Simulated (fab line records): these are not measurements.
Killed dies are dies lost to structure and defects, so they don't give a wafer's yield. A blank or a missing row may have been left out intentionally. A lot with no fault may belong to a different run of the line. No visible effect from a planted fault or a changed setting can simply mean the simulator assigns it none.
Struck lot and sound lot, side by side	flow sky130	17 steps out of a route of 708
Sound: these wafers, L408.3, L408.5, L408.6. The struck wafers were L411.1, L411.3, L411.5. The cause is given at the end.
Order at every step that has rows: each side's tool, ch and its chambers, its first start. Under that, the readings that differ: sound wafers	struck wafers	difference of the means	sigmas: that difference in standard deviations of wafers without a fault.
alike: readings with means less than 2 such deviations apart, plus words and numbers identical on both sides. not compared: withheld readings, readings lacking a value on some wafer, bounds such as >300 that could conceal the same value, and numbers that have no deviation in the record and whose values overlap.
A row with sigmas, a row that says differs or no value, or rows on one side alone: a step with any of these is where the two part. Non-overlapping numbers with no deviation appear without sigmas and do not part them. A reading that every wafer of one side lacks parts them only if that side has two wafers or more.

SKY_LI_CONTACT_CMP_02: polishes PSG.
  sound on cmp-02 ch 1,2,3, day 31 12:49; struck on cmp-02 ch 2,3, day 32 08:34
  alike: edge zone pressure frac, motor current A, slurry flow ml min, time to endpoint s
SKY_LI_CONTACT_BOW_MEAS_03:
  sound: film metro-01 at day 31 13:03; struck: film metro-04 at day 32 08:52
  alike: LI_CONTACT_BOW
then, 8 steps without rows for these wafers: SKY_LI_CONTACT_DEHYDRATE_04 (time 60 s); SKY_LI_CONTACT_HMDS_05 (prime time 60 s); SKY_LI_CONTACT_COAT_06 (resist thk 60 nm); SKY_LI_CONTACT_COAT_07 (resist thk 450 nm); SKY_LI_CONTACT_SOFTBAKE_08 (time 90 s); SKY_LI_CONTACT_EXPOSE_09 (exposes mask LICM1, target cd 170 nm); SKY_LI_CONTACT_PEB_10; SKY_LI_CONTACT_DEVELOP_11 (develop time 60 s).
SKY_LI_CONTACT_CD_MEAS_12: target cd 170 nm.
  sound: cd sem-01 at day 32 16:40; struck: cd sem-01 at day 33 12:08
reading	sound	struck	difference	sigmas
cd nm (nm)	170.3 170.6 169.5	166.9 166.9 168.1	-2.8	-2
SKY_LI_CONTACT_OVL_MEAS_13:
  sound: overlay-01 at day 32 16:46; struck: overlay-01 at day 33 12:15
  alike: LI_CONTACT_OVL
SKY_LI_CONTACT_ETCH_14: etches BARC in N2/H2, stops on SiO2, time 45.9 s, target depth 60 nm.
  sound on rie diel-03 ch 0,3, day 32 16:47; struck on rie diel-01 ch 0,1, day 33 12:17
  no value came back on the struck wafers for any of 5 readings (bias w (W), chamber pressure mTorr (mTorr) and others); on the sound wafers bias w (W) reads 99.8 99.7 99.8
reading	sound	struck	difference	sigmas
model.KrF-thick_of_LI_CONTACT_COAT_07.thk nm (nm)	392.1 392.7 391.7	435.2 435.2 436.8	+43.6	
  not compared: rf hours counter h
SKY_LI_CONTACT_ETCH_15: etches PSG in C4F8/O2/Ar, stops on Si, target depth 600 nm.
  sound on rie diel-03 ch 0,3, day 32 16:50; struck on rie diel-01 ch 0,1, day 33 12:20
reading	sound	struck	difference	sigmas
oes product au (a.u.)	0.833 0.828 0.845	0.375 0.371 0.370	-0.463	-99 or more
model.KrF-thick_of_LI_CONTACT_COAT_07.thk nm (nm)	229.7 232.4 228.8	277.3 272.8 277.8	+45.7	
  alike: bias w, chamber pressure mTorr
SKY_LI_CONTACT_STRIP_16: strips in O2/N2.
  sound on plasma asher-01 ch 0,1, day 32 16:57; struck on plasma asher-01 ch 0,1, day 33 12:25
reading	sound	struck	difference	sigmas
oes product au (a.u.)	0.374 0.375 0.370	0.395 0.387 0.399	+0.021	+4
strip time to endpoint s (s)	3.48 3.49 3.45	3.99 3.94 3.98	+0.50	+11
  alike: chamber pressure mTorr, drypump motor current A
  not compared: rf hours counter h
then, 1 step without rows for these wafers: SKY_LI_CONTACT_CLEAN_17 (cleans in NMP, time 600 s).
-- here the record skips 16 days between the struck wafers' starts before and after, leaving off in module LI_CONTACT and picking up in module PAD_OPEN (first step shown: number 708 of the route) --
SKY_PAD_OPEN_PROBE_99:
  sound: prober-02 at day 48 11:36; struck: prober-02 at day 49 02:06
reading	sound	struck	difference	sigmas
killed_at_M0_to_M3	48 37 44	209 207 199	+162	+25
killed_at_M4_up	2 2 5	57 49 48	+48	+25
killed at contacts	22 27 34	152 162 156	+129	+24
killed at other	0 0 0	57 60 72	+63	+99 or more
killed dies	84 76 96	492 492 492	+407	+46
killed on rim	17 13 14	96 96 96	+81	+22
  alike: killed at front end, killed open, killed short

== WHERE THEY PART ==
Last at SKY_PAD_OPEN_PROBE_99 as far as this record goes, first at SKY_LI_CONTACT_CD_MEAS_12.

WHY: whatever the simulator had introduced
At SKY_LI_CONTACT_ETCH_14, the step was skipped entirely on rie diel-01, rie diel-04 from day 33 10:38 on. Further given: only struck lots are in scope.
